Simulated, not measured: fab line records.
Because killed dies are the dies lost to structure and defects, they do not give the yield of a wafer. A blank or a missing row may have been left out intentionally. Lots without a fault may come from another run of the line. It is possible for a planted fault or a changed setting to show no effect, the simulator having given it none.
fab line records + flow gf180mcu
record:
- lots: 14
- wafers: 42
- last_day: 34
route steps=602 shown CONTACT@289
lots that met no fault: taken from a fault-free run of the same line
start_h: the number of hours between the record's first day and the start of the first shown wafer of the lot + wait_h: hours since the lot's step before + " unchanged from the row above + L1.1+2: a single row standing in for several wafers + - either no value or no given start + * or withheld: withheld + < > ~ a bound
route shown NAME@n: names a module that has steps shown in the file, with the first one's number in the route + usual: mean/standard deviation taken from wafers without a fault + same: alike in all rows + chamber/n: place in a boat + sites: each site's reading + _std_site: the standard deviation of these + _edge_site: mean of outer sites minus mean of inner sites + radius_mm: how far each site lies from the wafer's centre + mask NAME#n: copy n + behind: the tool/chamber that last shaped the wafer + hold: what put the lot on hold/how long, in hours/how the hold closed + device: which transistor (n, p or np) failed to switch + end of line: the route-end tests of the same wafers + for a step that has no rows: nothing shown but its recipe + killed: not the wafer's yield, but the dies lost to structure and defects at the first sort + map: a wafer's dies, marking killed ones x, the rest . and places with no die _
set.NAME: the setting the step ran with; set.NAME@STEP: the setting that earlier step ran with + model.NAME: the simulator's own value behind a step, which no gauge read
a sample of lots followed through the steps of the route, with each step as a table and each wafer as a row
services: a tool's chamber out of use, with start hour (start_h, from the record's first day; less than 0 if before it), hours out, and reason
== steps ==
step: GF_CONTACT_CVD_02
recipe:
- material: SiO2
- target_thk_nm: 860
- precursor: TEOS
- temp_c: 400
- time_s: 95.992
- rf_w: 600
usual:
- heater_power_w: 609/70
| lot.wafer | tool     | chamber | start_h | wait_h | heater_power_w |
|-----------|----------|---------|---------|--------|----------------|
| L475.1    | pecvd-04 | 0       | 351.79  | 0.1    | 597            |
| L475.2    | "        | 1       | "       | "      | 603            |
| L475.4    | "        | 0       | "       | "      | 464            |
| L476.2    | pecvd-01 | 2       | 356.47  | 0.0    | 594            |
| L476.3    | "        | 0       | "       | "      | 554            |
| L476.5    | "        | 2       | "       | "      | 635            |
| L478.1    | pecvd-01 | 0       | 376.06  | 0.1    | 658            |
| L478.2    | "        | 2       | "       | "      | 638            |
| L478.6    | "        | 2       | "       | "      | 691            |
| L479.2    | pecvd-01 | 1       | 379.92  | 0.0    | 573            |
| L479.5    | "        | 2       | "       | "      | 669            |
| L479.6    | "        | 0       | "       | "      | 530            |
| L481.2    | pecvd-01 | 2       | 401.35  | 0.0    | 672            |
| L481.4    | "        | 1       | "       | "      | 501            |
| L481.5    | "        | 0       | "       | "      | 542            |
| L484.4    | pecvd-02 | 0       | 432.99  | 0.1    | 558            |
| L484.5    | "        | 1       | "       | "      | 670            |
| L484.6    | "        | 2       | "       | "      | 666            |
| L485.1    | pecvd-01 | 2       | 440.30  | 0.1    | 610            |
| L485.5    | "        | 1       | "       | "      | 519            |
| L485.6    | "        | 0       | "       | "      | 618            |
| L486.1    | pecvd-02 | 1       | 447.60  | 0.1    | 634            |
| L486.2    | "        | 2       | "       | "      | 609            |
| L486.3    | "        | 0       | "       | "      | 642            |
| L490.1    | pecvd-04 | 1       | 478.36  | 0.1    | 674            |
| L490.2    | "        | 2       | "       | "      | 503            |
| L490.4    | "        | 1       | "       | "      | 711            |
| L493.1    | pecvd-04 | 1       | 503.39  | 0.1    | 733            |
| L493.4    | "        | 1       | "       | "      | 573            |
| L493.5    | "        | 0       | "       | "      | 522            |
| L494.1    | pecvd-02 | 2       | 517.47  | 0.1    | 571            |
| L494.2    | "        | 0       | "       | "      | 602            |
| L494.4    | "        | 1       | "       | "      | 649            |
| L495.3    | pecvd-02 | 2       | 524.75  | 0.0    | 618            |
| L495.4    | "        | 0       | "       | "      | 700            |
| L495.5    | "        | 1       | "       | "      | 662            |
| L496.2    | pecvd-04 | 2       | 537.30  | 0.0    | 471            |
| L496.4    | "        | 0       | "       | "      | 457            |
| L496.6    | "        | 1       | "       | "      | 657            |
| L497.1    | pecvd-02 | 1       | 545.51  | 0.1    | 640            |
| L497.3    | "        | 0       | "       | "      | 651            |
| L497.4    | "        | 2       | "       | "      | 540            |
step: GF_CONTACT_CMP_04
recipe:
- material: SiO2
- down_force_psi: 4
- platen_rpm: 60
- pad_velocity_m_s: 0.94248
usual:
- motor_current_A: 12.7/1.3
- time_to_endpoint_s: 108/6.6
| lot.wafer | tool   | chamber | start_h | wait_h | motor_current_A | time_to_endpoint_s |
|-----------|--------|---------|---------|--------|-----------------|--------------------|
| L475.4    | cmp-01 | 0       | 351.97  | 0.1    | 9.9             | 111                |
| L475.2    | "      | 1       | "       | "      | 13.1            | 101                |
| L475.1    | "      | 2       | "       | "      | 13.1            | 100                |
| L476.2    | cmp-02 | 0       | 356.65  | 0.1    | 13.1            | 105                |
| L476.3    | "      | 2       | "       | "      | 14.5            | 107                |
| L476.5    | "      | 3       | "       | "      | 11.8            | 123                |
| L478.1    | cmp-02 | 2       | 376.24  | 0.1    | 14.6            | 105                |
| L478.2    | "      | 3       | "       | "      | 12.6            | 117                |
| L478.6    | "      | 2       | "       | "      | 13.4            | 118                |
| L479.2    | cmp-02 | 1       | 380.20  | 0.2    | 14.9            | 99                 |
| L479.6    | "      | 2       | "       | "      | 13.6            | 112                |
| L479.5    | "      | 3       | "       | "      | 12.2            | 120                |
| L481.4    | cmp-01 | 0       | 401.48  | 0.0    | 10.0            | 124                |
| L481.2    | "      | 2       | "       | "      | 14.6            | 109                |
| L481.5    | "      | 0       | "       | "      | 9.8             | 118                |
| L484.4    | cmp-01 | 2       | 433.18  | 0.1    | 13.4            | 120                |
| L484.5    | "      | 0       | "       | "      | 9.9             | 128                |
| L484.6    | "      | 1       | "       | "      | 12.9            | 94                 |
| L485.1    | cmp-01 | 3       | 440.53  | 0.1    | 13.3            | 109                |
| L485.6    | "      | 1       | "       | "      | 13.8            | 105                |
| L485.5    | "      | 2       | "       | "      | 13.4            | 125                |
| L486.3    | cmp-02 | 1       | 447.73  | 0.0    | 13.2            | 104                |
| L486.2    | "      | 3       | "       | "      | 12.4            | 110                |
| L486.1    | "      | 0       | "       | "      | 12.0            | 108                |
| L490.1    | cmp-02 | 2       | 478.49  | 0.1    | 14.3            | 109                |
| L490.4    | "      | 3       | "       | "      | 12.9            | 116                |
| L490.2    | "      | 1       | "       | "      | 13.3            | 100                |
| L493.1    | cmp-02 | 3       | 503.52  | 0.1    | 11.4            | 110                |
| L493.4    | "      | 1       | "       | "      | 14.2            | 104                |
| L493.5    | "      | 0       | "       | "      | 12.3            | 109                |
| L494.4    | cmp-02 | 3       | 517.60  | 0.0    | 11.9            | 126                |
| L494.2    | "      | 0       | "       | "      | 12.5            | 110                |
| L494.1    | "      | 2       | "       | "      | 14.2            | 110                |
| L495.3    | cmp-01 | 1       | 524.93  | 0.1    | 13.2            | 105                |
| L495.4    | "      | 2       | "       | "      | 13.1            | 110                |
| L495.5    | "      | 0       | "       | "      | 9.6             | 116                |
| L496.2    | cmp-02 | 2       | 537.43  | 0.0    | 14.0            | 104                |
| L496.4    | "      | 0       | "       | "      | 13.3            | 107                |
| L496.6    | "      | 2       | "       | "      | 14.2            | 107                |
| L497.4    | cmp-01 | 0       | 545.69  | 0.1    | 9.7             | 109                |
| L497.3    | "      | 1       | "       | "      | 13.6            | 101                |
| L497.1    | "      | 2       | "       | "      | 13.4            | 103                |
step: GF_CONTACT_CD_MEAS_14
recipe:
- target_cd_nm: 220
usual:
- cd_nm: 219.8/1.5
| lot.wafer | tool      | chamber | start_h | wait_h | cd_nm |
|-----------|-----------|---------|---------|--------|-------|
| L475.1    | cd_sem-02 | -       | 374.13  | 0.1    | 220.6 |
| L475.2    | "         | -       | "       | "      | 219.7 |
| L475.4    | "         | -       | "       | "      | 220.4 |
| L476.2    | cd_sem-02 | -       | 378.70  | 0.1    | 219.3 |
| L476.3    | "         | -       | "       | "      | 220.2 |
| L476.5    | "         | -       | "       | "      | 220.1 |
| L478.1    | cd_sem-01 | -       | 399.66  | 0.1    | 218.5 |
| L478.2    | "         | -       | "       | "      | 220.2 |
| L478.6    | "         | -       | "       | "      | 218.0 |
| L479.2    | cd_sem-02 | -       | 403.45  | 0.1    | 221.7 |
| L479.5    | "         | -       | "       | "      | 221.2 |
| L479.6    | "         | -       | "       | "      | 222.3 |
| L481.2    | cd_sem-02 | -       | 425.13  | 0.1    | 223.1 |
| L481.4    | "         | -       | "       | "      | 222.1 |
| L481.5    | "         | -       | "       | "      | 222.5 |
| L484.4    | cd_sem-01 | -       | 457.97  | 0.2    | 221.4 |
| L484.5    | "         | -       | "       | "      | 221.3 |
| L484.6    | "         | -       | "       | "      | 220.4 |
| L485.1    | cd_sem-02 | -       | 465.08  | 0.1    | 221.2 |
| L485.5    | "         | -       | "       | "      | 220.8 |
| L485.6    | "         | -       | "       | "      | 221.6 |
| L486.1    | cd_sem-02 | -       | 472.82  | 0.1    | 218.7 |
| L486.2    | "         | -       | "       | "      | 219.5 |
| L486.3    | "         | -       | "       | "      | 219.7 |
| L490.1    | cd_sem-02 | -       | 502.37  | 0.1    | 219.9 |
| L490.2    | "         | -       | "       | "      | 220.9 |
| L490.4    | "         | -       | "       | "      | 221.9 |
| L493.1    | cd_sem-02 | -       | 527.16  | 0.1    | 220.7 |
| L493.4    | "         | -       | "       | "      | 221.0 |
| L493.5    | "         | -       | "       | "      | 221.8 |
| L494.1    | cd_sem-01 | -       | 540.46  | 0.1    | 220.0 |
| L494.2    | "         | -       | "       | "      | 221.3 |
| L494.4    | "         | -       | "       | "      | 220.6 |
| L495.3    | cd_sem-02 | -       | 547.46  | 0.1    | 219.3 |
| L495.4    | "         | -       | "       | "      | 219.6 |
| L495.5    | "         | -       | "       | "      | 220.4 |
| L496.2    | cd_sem-02 | -       | 559.94  | 0.1    | 220.0 |
| L496.4    | "         | -       | "       | "      | 220.3 |
| L496.6    | "         | -       | "       | "      | 220.5 |
| L497.1    | cd_sem-01 | -       | 567.76  | 0.1    | 218.3 |
| L497.3    | "         | -       | "       | "      | 219.1 |
| L497.4    | "         | -       | "       | "      | 218.9 |
step: GF_CONTACT_ETCH_17
recipe:
- chemistry: C4F8/O2/Ar
- mask_material: KrF
- target: SiO2
- stop_on: CoSi2
- source_w: 1500
- bias_w: 1200
- pressure_mtorr: 40
- c4f8_flow_sccm: withheld
- O2_flow_sccm: 6
- Ar_flow_sccm: 300
- time_s: withheld
- target_depth_a: 8600
usual:
- oes_product_au: 0.815/0.0049
| lot.wafer | tool        | chamber | start_h | wait_h | oes_product_au |
|-----------|-------------|---------|---------|--------|----------------|
| L475.1    | rie_diel-04 | 0       | -       | -      | 0.820          |
| L475.2    | "           | 3       | "       | "      | 0.810          |
| L475.4    | "           | 0       | "       | "      | 0.814          |
| L476.2    | rie_diel-01 | 0       | -       | -      | 0.813          |
| L476.3    | "           | 2       | "       | "      | 0.821          |
| L476.5    | "           | 2       | "       | "      | 0.826          |
| L478.1    | rie_diel-03 | 1       | -       | -      | 0.823          |
| L478.2    | "           | 2       | "       | "      | 0.818          |
| L478.6    | "           | 3       | "       | "      | 0.820          |
| L479.2    | rie_diel-03 | 1       | -       | -      | 0.816          |
| L479.5    | "           | 0       | "       | "      | 0.810          |
| L479.6    | "           | 1       | "       | "      | 0.816          |
| L481.2    | rie_diel-04 | 0       | -       | -      | 0.811          |
| L481.4    | "           | 1       | "       | "      | 0.812          |
| L481.5    | "           | 1       | "       | "      | 0.810          |
| L484.4    | rie_diel-01 | 1       | -       | -      | 0.783          |
| L484.5    | "           | 1       | "       | "      | 0.792          |
| L484.6    | "           | 2       | "       | "      | 0.823          |
| L485.1    | rie_diel-04 | 2       | -       | -      | 0.812          |
| L485.5    | "           | 0       | "       | "      | 0.787          |
| L485.6    | "           | 1       | "       | "      | 0.814          |
| L486.1    | rie_diel-04 | 0       | -       | -      | 0.808          |
| L486.2    | "           | 1       | "       | "      | 0.815          |
| L486.3    | "           | 2       | "       | "      | 0.808          |
| L490.1    | rie_diel-04 | 0       | -       | -      | 0.816          |
| L490.2    | "           | 3       | "       | "      | 0.819          |
| L490.4    | "           | 1       | "       | "      | 0.807          |
| L493.1    | rie_diel-01 | 3       | -       | -      | 0.825          |
| L493.4    | "           | 1       | "       | "      | 0.814          |
| L493.5    | "           | 1       | "       | "      | 0.815          |
| L494.1    | rie_diel-03 | 0       | -       | -      | 0.802          |
| L494.2    | "           | 3       | "       | "      | 0.814          |
| L494.4    | "           | 0       | "       | "      | 0.817          |
| L495.3    | rie_diel-04 | 0       | -       | -      | 0.804          |
| L495.4    | "           | 3       | "       | "      | 0.815          |
| L495.5    | "           | 0       | "       | "      | 0.820          |
| L496.2    | rie_diel-03 | 0       | -       | -      | 0.814          |
| L496.4    | "           | 3       | "       | "      | 0.806          |
| L496.6    | "           | 0       | "       | "      | 0.807          |
| L497.1    | rie_diel-04 | 1       | -       | -      | 0.816          |
| L497.3    | "           | 0       | "       | "      | 0.820          |
| L497.4    | "           | 2       | "       | "      | 0.814          |
step: GF_CONTACT_SPUTTER_23
recipe:
- material: TiN
- target_thk_nm: 10
- chamber_pressure_pa: 5
- power_w: 4000
- time_s: 40
usual:
- throttle_valve_pct: 30.0/1
| lot.wafer | tool           | chamber | start_h | wait_h | throttle_valve_pct |
|-----------|----------------|---------|---------|--------|--------------------|
| L475.1    | pvd_sputter-04 | -       | 374.80  | 0.0    | 29.0               |
| L475.2    | "              | -       | "       | "      | 30.5               |
| L475.4    | "              | -       | "       | "      | 29.3               |
| L476.2    | pvd_sputter-04 | -       | 379.36  | 0.0    | 31.1               |
| L476.3    | "              | -       | "       | "      | 30.5               |
| L476.5    | "              | -       | "       | "      | 31.4               |
| L478.1    | pvd_sputter-02 | -       | 400.34  | 0.0    | 29.8               |
| L478.2    | "              | -       | "       | "      | 29.3               |
| L478.6    | "              | -       | "       | "      | 30.1               |
| L479.2    | pvd_sputter-01 | -       | 404.11  | 0.0    | 30.4               |
| L479.5    | "              | -       | "       | "      | 27.9               |
| L479.6    | "              | -       | "       | "      | 30.9               |
| L481.2    | pvd_sputter-01 | -       | 425.78  | 0.0    | 31.0               |
| L481.4    | "              | -       | "       | "      | 27.9               |
| L481.5    | "              | -       | "       | "      | 30.5               |
| L484.4    | pvd_sputter-04 | -       | 458.59  | 0.0    | 29.7               |
| L484.5    | "              | -       | "       | "      | 31.2               |
| L484.6    | "              | -       | "       | "      | 29.1               |
| L485.1    | pvd_sputter-02 | -       | 465.75  | 0.0    | 31.2               |
| L485.5    | "              | -       | "       | "      | 30.2               |
| L485.6    | "              | -       | "       | "      | 31.2               |
| L486.1    | pvd_sputter-01 | -       | 473.50  | 0.0    | 28.0               |
| L486.2    | "              | -       | "       | "      | 29.8               |
| L486.3    | "              | -       | "       | "      | 30.6               |
| L490.1    | pvd_sputter-02 | -       | 503.15  | 0.0    | 31.6               |
| L490.2    | "              | -       | "       | "      | 29.7               |
| L490.4    | "              | -       | "       | "      | 29.4               |
| L493.1    | pvd_sputter-01 | -       | 527.84  | 0.0    | 30.4               |
| L493.4    | "              | -       | "       | "      | 27.9               |
| L493.5    | "              | -       | "       | "      | 30.6               |
| L494.1    | pvd_sputter-01 | -       | 541.15  | 0.0    | 28.2               |
| L494.2    | "              | -       | "       | "      | 30.8               |
| L494.4    | "              | -       | "       | "      | 30.3               |
| L495.3    | pvd_sputter-01 | -       | 548.12  | 0.0    | 28.2               |
| L495.4    | "              | -       | "       | "      | 30.3               |
| L495.5    | "              | -       | "       | "      | 27.8               |
| L496.2    | pvd_sputter-02 | -       | 560.61  | 0.0    | 29.8               |
| L496.4    | "              | -       | "       | "      | 30.5               |
| L496.6    | "              | -       | "       | "      | 30.5               |
| L497.1    | pvd_sputter-02 | -       | 568.44  | 0.0    | 30.4               |
| L497.3    | "              | -       | "       | "      | 31.5               |
| L497.4    | "              | -       | "       | "      | 29.9               |
== services ==
| tool           | chamber | start_h | hours | kind   |
|----------------|---------|---------|-------|--------|
| rie_diel-04    | 3       | 349.49  | 7.3   | repair |
| pecvd-04       | -       | 357.43  | 97.8  | repair |
| cmp-01         | -       | 361.68  | 0.7   | repair |
| rie_diel-03    | 0       | 371.10  | 4.9   | repair |
| pecvd-01       | -       | 371.80  | 0.8   | repair |
| cmp-01         | -       | 374.71  | 4.8   | repair |
| pecvd-02       | -       | 385.48  | 2.8   | pm     |
| cmp-01         | -       | 389.59  | 0.9   | repair |
| cmp-01         | -       | 404.10  | 4.0   | pm     |
| rie_diel-03    | -       | 418.10  | 14.6  | pm     |
| pecvd-04       | -       | 418.35  | 0.9   | repair |
| cmp-01         | -       | 429.09  | 3.1   | repair |
| rie_diel-04    | 3       | 429.14  | 13.9  | repair |
| cmp-01         | -       | 430.60  | 2.1   | repair |
| pecvd-01       | -       | 446.83  | 1.9   | repair |
| cmp-01         | -       | 448.92  | 4.9   | pm     |
| rie_diel-04    | 2       | 477.84  | 8.3   | repair |
| pecvd-02       | -       | 482.84  | 1.0   | repair |
| cmp-01         | -       | 490.69  | 0.9   | repair |
| pecvd-01       | -       | 493.97  | 2.8   | pm     |
| cmp-02         | -       | 497.30  | 5.1   | pm     |
| cmp-02         | -       | 545.68  | 3.1   | repair |
| pvd_sputter-02 | -       | 557.02  | 1.4   | repair |
| cmp-01         | -       | 564.18  | 5.1   | pm     |
== key ==
first_sign:
- step: GF_CONTACT_CMP_04
- reading: time_to_endpoint_s
- direction: up
- sigmas: 2.5
- usual: *
- struck: *
effect:
- step: GF_CONTACT_ETCH_17
- reading: oes_product_au
- direction: down
- sigmas: 5.6
- usual: 0.815
- struck: 0.788
met_at GF_CONTACT_CMP_04
struck_lots L484,L485
struck_wafers L484.4,L484.5,L485.5
tester_left_out L484,L485
not_acting_at GF_CONTACT_CVD_02,GF_CONTACT_CD_MEAS_14,GF_CONTACT_SPUTTER_23
onset_between 401.48 433.18
fault:
- kind: process_parameter_drift
- tool: cmp-01
- chamber: -
- onset_h: 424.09
- steps: GF_CONTACT_CMP_04
- channel: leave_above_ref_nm
- offset: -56
- shape: step
- end_h: 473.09
- scope: struck_wafers_only
- acts_in: these_recipes_only
- stated: 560
tester_left_out: of these lots the tester's yield and bins aren't shown, on N5 and GAA mostly nor the transistor test; their killed dies are dies lost to structure and defects alone, not to doping, threshold or leakage, so they don't give the yield
